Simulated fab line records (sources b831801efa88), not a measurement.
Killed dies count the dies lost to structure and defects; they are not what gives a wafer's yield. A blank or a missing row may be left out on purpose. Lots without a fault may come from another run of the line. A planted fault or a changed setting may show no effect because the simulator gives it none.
Comparing a struck lot with a sound one / flow sky130 / 31 out of 708 route steps
Sound: the wafers L893.2, L893.5, L893.6. The struck wafers were L892.2, L892.3, L892.4. The cause is named last.
Per side, at each step with rows, come the tool, then ch with its chambers, and then its first start. Under that, the readings that differ: sound wafers / struck wafers / difference of the means / sigmas: that difference in standard deviations of wafers without a fault.
alike: readings whose means differ by less than 2 such deviations, and words and numbers that are the same on both sides. not compared: withheld readings, readings that some wafer has no value for, bounds like >300 that may hide the same value, and numbers for which the record gives no deviation and whose values overlap.
The two part at a step that has a row with sigmas, a row that says differs or no value, or rows on one side only. Numbers that have no deviation but don't overlap get no sigmas and don't part them. Lack of a reading on every wafer of one side parts them only where that side has two or more wafers.

first, 1 step without rows for these wafers: SKY_PWDE_IMPLANT_08.
SKY_PWDE_STRIP_09: strips in O2/N2.
  sound on plasma asher-01 ch 0,1, day 7 08:42; struck on plasma asher-01 ch 0,1, day 7 03:41
reading=strip time to endpoint s (s); sound=36.81 36.88 36.83; struck=37.09 37.06 37.09; difference=+0.24; sigmas=+2
  alike: chamber pressure mTorr, drypump motor current A, oes product au
  not compared: rf hours counter h
SKY_PWDE_TW_MEAS_10:
  sound on film metro-02, day 7 08:49; struck on film metro-04, day 7 03:48
reading=PWDE_TW; sound=384 382 383; struck=374 376 373; difference=-9; sigmas=-3
then, 7 steps without rows for these wafers: SKY_NWELL_DEHYDRATE_03 (time 60 s); SKY_NWELL_HMDS_04 (prime time 60 s); SKY_NWELL_COAT_05 (resist thk 3000 nm); SKY_NWELL_SOFTBAKE_06; SKY_NWELL_EXPOSE_07 (exposes mask NWM, target cd 840 nm); SKY_NWELL_PEB_08; SKY_NWELL_DEVELOP_09 (develop time 60 s).
SKY_NWELL_OVL_MEAS_10:
  sound on overlay-01, day 8 04:42; struck on overlay-02, day 7 23:28
  alike: NWELL_00_OVL
then, 1 step without rows for these wafers: SKY_NWELL_IMPLANT_11.
SKY_NWELL_IMPLANT_12:
  sound on implanter-04 ch 0, day 8 04:54; struck on implanter-02 ch 0, day 7 23:40
reading=dose ions cm2; sound=1.2999e+12 1.299e+12 1.3003e+12; struck=1.9921e+12 1.9892e+12 1.9916e+12; difference=+6.9123e+11; sigmas=+99 or more
reading=faraday current uA; sound=7.23 7.17 7.50; struck=11.56 11.21 11.22; difference=+4.03; sigmas=+29
then, 1 step without rows for these wafers: SKY_NWELL_IMPLANT_13.
SKY_NWELL_STRIP_14: strips in O2/N2.
  sound on plasma asher-02 ch 0,1, day 8 05:11; struck on plasma asher-03 ch 0,1, day 7 23:56
  alike: chamber pressure mTorr, drypump motor current A, oes product au, strip time to endpoint s
  not compared: rf hours counter h
SKY_NWELL_TW_MEAS_15:
  sound on film metro-03, day 8 05:17; struck on film metro-04, day 8 00:03
  alike: NWELL_TW
then, 7 steps without rows for these wafers: SKY_NWELL_DEHYDRATE_16 (time 60 s); SKY_NWELL_HMDS_17 (prime time 60 s); SKY_NWELL_COAT_18 (resist thk 3000 nm); SKY_NWELL_SOFTBAKE_19; SKY_NWELL_EXPOSE_20 (exposes mask NWM COMPLEMENT, target cd 840 nm); SKY_NWELL_PEB_21; SKY_NWELL_DEVELOP_22 (develop time 60 s).
SKY_NWELL_OVL_MEAS_23:
  sound on overlay-02, day 9 02:22; struck on overlay-02, day 8 20:32
  alike: NWELL_01_OVL
then, 1 step without rows for these wafers: SKY_NWELL_IMPLANT_24.
SKY_NWELL_STRIP_25: strips in O2/N2.
  sound on plasma asher-03 ch 0,1, day 9 02:32; struck on plasma asher-03 ch 0,1, day 8 20:43
  alike: chamber pressure mTorr, drypump motor current A, oes product au, strip time to endpoint s
  not compared: rf hours counter h
SKY_NWELL_TW_MEAS_26:
  sound on film metro-02, day 9 02:39; struck on film metro-02, day 8 20:49
  alike: NWELL_2_TW
then, 1 step without rows for these wafers: SKY_NWELL_CLEAN_27 (cleans in SC1/SC2, time 150 s).
SKY_NWELL_RTA_28: time 30 s.
  sound on rtp anneal-01 ch 0, day 9 02:46; struck on rtp anneal-02 ch 0, day 8 20:56
  alike: chamber o2 ppm, lamp power pct, wafer_temp_C_max
SKY_NWELL_RS_MEAS_29: a four-point-probe measurement.
  sound on film metro-03, day 9 02:52; struck on film metro-04, day 8 21:02
reading=NWELL_RS (ohm/sq); sound=625.8 627.7 624.5; struck=604.8 606.1 605.6; difference=-20.5; sigmas=-14
-- the record jumps here: 40 days lie between the struck wafers' starts before and after (it left off in module NWELL and takes up again in module PAD_OPEN, whose first step shown is number 708 of the route) --
SKY_PAD_OPEN_PROBE_99:
  sound on prober-02, day 49 11:42; struck on prober-01, day 49 06:53
reading=model.etest.pfet g5v0d10v5.r on ohm um; sound=4817 4758 4732; struck=4976 4995 4947; difference=+204; sigmas=
reading=model.etest.tip p.rs ohm sq; sound=6964 6883 6926; struck=7056 7105 7054; difference=+147; sigmas=
reading=model.etest.tip_p_5v.rs ohm sq; sound=2825 2841 2846; struck=2947 2992 2961; difference=+129; sigmas=
reading=model.etest.pfet g5v0d10v5.drive ua um; sound=337.4 341.8 346; struck=321.9 313.6 321.9; difference=-22.6; sigmas=
reading=model.etest.pfet_01v8_lvt.drive ua um; sound=174.9 174.2 172.7; struck=160.7 158.2 162.5; difference=-13.5; sigmas=
reading=model.etest.pfet_16v.drive ua um; sound=247 244.1 245.6; struck=235.2 231.2 237.4; difference=-11.0; sigmas=
reading=model.etest.pfet_01v8_lvt.off log10 a um; sound=-8.597 -8.685 -8.71; struck=-10.17 -10.56 -10.04; difference=-1.59; sigmas=
reading=model.etest.ring_5v.delay ps; sound=44.59 44.41 44.67; struck=45.77 46.21 45.53; difference=+1.28; sigmas=
  alike: killed_at_M0_to_M3, killed_at_M4_up, killed at contacts, killed at front end, killed at other, killed dies, killed open, killed short

== WHERE THEY PART ==
At SKY_PWDE_STRIP_09 first; at SKY_NWELL_RS_MEAS_29 last (within this record only). Later steps at which nothing parts them and some readings are alike: SKY_PAD_OPEN_PROBE_99.

WHY: what the simulator had put in
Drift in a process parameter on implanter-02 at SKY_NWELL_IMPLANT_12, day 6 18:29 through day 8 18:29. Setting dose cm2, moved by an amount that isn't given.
